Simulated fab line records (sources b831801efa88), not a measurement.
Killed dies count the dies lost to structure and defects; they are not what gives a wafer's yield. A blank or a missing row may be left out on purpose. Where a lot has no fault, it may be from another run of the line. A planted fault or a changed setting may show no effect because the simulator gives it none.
Comparing a struck lot with a sound one | flow sfq-line | 15 steps out of a route of 325
Sound: these wafers, L553.2, L553.5, L553.6. Struck: wafer L560.2. (L560.3, L560.6 of the same lot were not struck and are left out.) The cause comes at the end.
Per side, at each step with rows, come the tool, then ch with its chambers, and then its first start. Under that, the readings that differ: sound wafers | struck wafers | difference of the means | sigmas: that difference in standard deviations of wafers without a fault.
alike: readings whose means differ by less than 2 such deviations, and words and numbers that are the same on both sides. not compared: withheld readings, readings that some wafer has no value for, bounds like >300 that may hide the same value, and numbers for which the record gives no deviation and whose values overlap.
Wherever a step has rows on one side only, a row that says differs or no value, or a row with sigmas, the two part there. When numbers do not overlap yet have no deviation, they are printed without sigmas and do not part them. Lack of a reading on every wafer of one side parts them only where that side has two or more wafers.

SFQ_TRILAYER_R5_DEP_SPUTTER_132: material Ti, target thk 5 nm, time 5 s.
  sound on pvd-sputter-04, day 61 19:38; struck on pvd-sputter-05, day 63 01:45
  alike: chamber-pressure-pa, throttle-valve-pct
SFQ_TRILAYER_R5_DEP_SPUTTER_133: material MoNx, target thk 40 nm, time 66.7 s.
  sound on pvd-sputter-04, day 61 19:39; struck on pvd-sputter-05, day 63 01:46
  alike: chamber-pressure-pa, throttle-valve-pct
SFQ_TRILAYER_R5_DEP_SPUTTER_134: material Ti, target thk 5 nm, time 5 s.
  sound on pvd-sputter-04, day 61 19:42; struck on pvd-sputter-05, day 63 01:50
  alike: chamber-pressure-pa, throttle-valve-pct
SFQ_R5_RS_MEAS_933: measurement is done with a four-point probe.
  sound on film-metro-04, day 61 19:44; struck on film-metro-01, day 63 01:52
  alike: R5_MONX_RS
SFQ_R5_THK_MEAS_934: measures by xrf.
  sound on film-metro-04, day 61 19:51; struck on film-metro-01, day 63 01:59
  alike: R5_MONX_THK
then, 6 steps without rows for these wafers: SFQ_TRILAYER_R5_LITHO_COAT_141 (resist thk 62 nm); SFQ_TRILAYER_R5_LITHO_COAT_136 (resist thk 600 nm); SFQ_TRILAYER_R5_LITHO_SOFTBAKE_140; SFQ_TRILAYER_R5_LITHO_EXPOSE_137 (exposes mask R5, target cd 500 nm); SFQ_TRILAYER_R5_LITHO_PEB_139 (peb time 60 s); SFQ_TRILAYER_R5_LITHO_DEVELOP_138 (time 60 s).
-- the record jumps here: 5 days lie between the struck wafers' starts before and after --
SFQ_R5_OVL_MEAS_935:
  sound on overlay-02, day 66 13:35; struck on overlay-02, day 67 17:11
  alike: R5_OVL
SFQ_TRILAYER_R5_BARC_OPEN_METAL_ETCH_177: etches BARC in O2, target depth 125 nm, time 41.7 s.
  sound on rie-metal-01 ch 0,1, day 66 13:37; struck on rie-metal-04 ch 0, day 67 17:13
  reading                                             | sound             | struck | difference | sigmas
  model.KrF_of_TRILAYER_R5_LITHO_COAT_136.thk-nm (nm) | 524.3 525.2 524.1 | 534.6  | +10.1      |
  alike: drypump-motor-current-A, oes-product-au
  not compared: rf-hours-counter-h
SFQ_TRILAYER_R5_ETCH_METAL_ETCH_139: etches the open film in Cl2, stops on SiO2, target depth 60 nm, time 40 s.
  sound on rie-metal-01 ch 0,1, day 66 13:41; struck on rie-metal-04 ch 0, day 67 17:17
  reading                                             | sound             | struck | difference | sigmas
  model.KrF_of_TRILAYER_R5_LITHO_COAT_136.thk-nm (nm) | 500.5 501.3 500.1 | 510    | +9         |
  alike: drypump-motor-current-A, oes-product-au
  not compared: rf-hours-counter-h
SFQ_TRILAYER_R5_STRIP_STRIP_140: strips in O2.
  sound on rie-metal-01 ch 0,1, day 66 13:44; struck on rie-metal-04 ch 0, day 67 17:20
  reading               | sound             | struck | difference | sigmas
  oes-product-au (a.u.) | 1.007 1.001 1.002 | 1.019  | +0.016     | +2
  alike: drypump-motor-current-A
  not compared: rf-hours-counter-h

WHERE THEY PART
Within this record, at SFQ_TRILAYER_R5_STRIP_STRIP_140 only.

WHY: the cause the simulator had injected
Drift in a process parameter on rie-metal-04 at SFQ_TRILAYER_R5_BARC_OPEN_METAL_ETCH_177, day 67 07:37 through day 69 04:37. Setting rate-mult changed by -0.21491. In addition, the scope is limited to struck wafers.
